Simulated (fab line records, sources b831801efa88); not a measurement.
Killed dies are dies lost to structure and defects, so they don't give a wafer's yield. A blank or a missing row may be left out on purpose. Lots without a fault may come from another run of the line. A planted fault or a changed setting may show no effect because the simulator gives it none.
Which tool did it? | flow sky130 | 12 lots, 36 wafers sampled, at 3 steps of a route of 708

WHAT THE GAUGES READ, wafer by wafer
SKY_METAL2_CD_MEAS_15: target cd 140 nm. Usual: cd_nm 140.0 nm, standard deviation 1.9.
lot  | measured     | on        | cd_nm (nm)        | flag
L592 | day 35 02:50 | cd_sem-01 | 142.2 142.4 142.1 |
L594 | day 35 18:59 | cd_sem-01 | 137.3 137.8 136.8 |
L598 | day 37 01:14 | cd_sem-01 | 140.5 140.1 140.4 |
L603 | day 38 15:33 | cd_sem-01 | 139.4 139.0 137.2 |
L604 | day 38 19:51 | cd_sem-01 | 139.4 139.5 141.0 |
L605 | day 39 02:44 | cd_sem-01 | 141.8 140.3 141.1 |
L606 | day 39 14:22 | cd_sem-01 | 140.4 138.5 139.4 |
L607 | day 40 00:16 | cd_sem-01 | 141.7 141.3 144.5 |
L608 | day 40 00:31 | cd_sem-02 | 141.9 141.1 141.0 |
L610 | day 40 10:11 | cd_sem-02 | 137.8 138.4 138.5 |
L609 | day 40 10:43 | cd_sem-01 | 136.3 136.3 137.9 |
L613 | day 41 03:55 | cd_sem-02 | 139.5 138.4 139.3 |

WHICH TOOL RAN EACH LOT (tool, then ch and the chambers of the sampled wafers, then the start)
lot  | SKY_VIA1_CMP_24               | SKY_METAL2_DEVELOP_14
L592 | cmp-01 ch 0,1,3, day 33 23:47 | litho_track-02 ch 0, day 35 02:00
L594 | cmp-01 ch 0,3, day 34 15:45   | litho_track-03 ch 0, day 35 18:00
L598 | cmp-01 ch 1,2, day 35 23:08   | litho_track-03 ch 0, day 37 01:00
L603 | cmp-01 ch 0,1,2, day 37 13:15 | litho_track-02 ch 0, day 38 15:00
L604 | cmp-02 ch 0,3, day 37 18:36   | litho_track-02 ch 0, day 38 19:00
L605 | cmp-01 ch 1,2,3, day 38 01:32 | litho_track-04 ch 0, day 39 02:00
L606 | cmp-02 ch 0,1,3, day 38 12:23 | litho_track-03 ch 0, day 39 14:00
L607 | cmp-02 ch 0,1,2, day 38 22:40 | litho_track-03 ch 0, day 40 00:00
L608 | cmp-01 ch 0,3, day 38 22:58   | litho_track-04 ch 0, day 40 00:00
L610 | cmp-02 ch 1,2,3, day 39 09:00 | litho_track-03 ch 0, day 40 10:00
L609 | cmp-01 ch 1,3, day 39 09:42   | litho_track-04 ch 0, day 40 10:00
L613 | cmp-01 ch 2,3, day 40 03:23   | litho_track-03 ch 0, day 41 03:00
- SKY_VIA1_CMP_24: polishes, stops on SiO2, t overpolish 15 s, target thk 0 nm.
- SKY_METAL2_DEVELOP_14: develop time 60 s.

WHAT THE TOOLS THEMSELVES READ (means of the sampled wafers that have a number; where no wafer has one, the mark that the record gives instead)
SKY_VIA1_CMP_24. Usual: motor_current_A 11.3 A, standard deviation 1.6; overpolish_run_s 14.999 s, standard deviation 0.0088; time_to_endpoint_s 64 s, standard deviation 3.4.
lot  | tool   | motor_current_A (A) | overpolish_run_s (s) | time_to_endpoint_s (s) | flag
L592 | cmp-01 | 10.7                | 14.991               | 61                     |
L594 | cmp-01 | 9.6                 | 14.994               | 61                     |
L598 | cmp-01 | 12.6                | 15.003               | 63                     |
L603 | cmp-01 | 12.0                | 14.997               | 65                     |
L604 | cmp-02 | 12.6                | 15.003               | 62                     |
L605 | cmp-01 | 11.3                | 14.997               | 67                     |
L606 | cmp-02 | 11.4                | 14.994               | 63                     |
L607 | cmp-02 | 10.9                | 15.007               | 67                     |
L608 | cmp-01 | 10.5                | 14.998               | 64                     |
L610 | cmp-02 | 12.2                | 15.003               | 67                     |
L609 | cmp-01 | 11.2                | 14.997               | 65                     |
L613 | cmp-01 | 10.1                | 14.998               | 63                     |

SKY_METAL2_DEVELOP_14. Usual: developer_temp_C 21.00 C, standard deviation 0.11.
lot  | tool           | developer_temp_C (C) | flag
L592 | litho_track-02 | 21.04                |
L594 | litho_track-03 | 20.86                |
L598 | litho_track-03 | 21.09                |
L603 | litho_track-02 | 20.09                | OFF
L604 | litho_track-02 | 20.11                | OFF
L605 | litho_track-04 | 21.10                |
L606 | litho_track-03 | 21.04                |
L607 | litho_track-03 | 21.09                |
L608 | litho_track-04 | 20.98                |
L610 | litho_track-03 | 21.10                |
L609 | litho_track-04 | 20.99                |
L613 | litho_track-03 | 20.96                |

THE ANSWER, worked out from the rows above alone
Rule: a lot is off if the mean of its wafers that have a number lies more than 3 standard deviations from the usual mean. A lot without any number at a reading at which 4 lots or more have one is off too. The other lots that the step has rows for count as sound. The gauges are gone through in route order, then the tools' own readings, and for those a lot's mean is taken as printed above. The first step at which some lot is off is used, and at that step the reading that is off furthest; a lot without a number counts as furthest.
Off: L603, L604, at SKY_METAL2_DEVELOP_14 (developer_temp_C).
A tool fits if, at that step or a process step before it, it ran every lot that is off, and no sound lot after the first of them. One fits: litho_track-02 at SKY_METAL2_DEVELOP_14. Its last sound lot is L592 (day 35 02:00), its first lot that is off L603 (day 38 15:00): a fault that began between those two fits.
The tool's own readings at SKY_METAL2_DEVELOP_14 bear it out: on the lots that are off they differ by more than 5 times the standard deviation of the sound lots' means. developer_temp_C reads 20.10 C there against 21.02 C on the sound lots.

WHAT THE SIMULATOR HAD PUT IN
Process parameter drift: litho_track-02, from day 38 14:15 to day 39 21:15, at SKY_METAL2_DEVELOP_14. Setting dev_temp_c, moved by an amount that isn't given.
Lots struck among those shown: L603, L604. The rule above found the same.
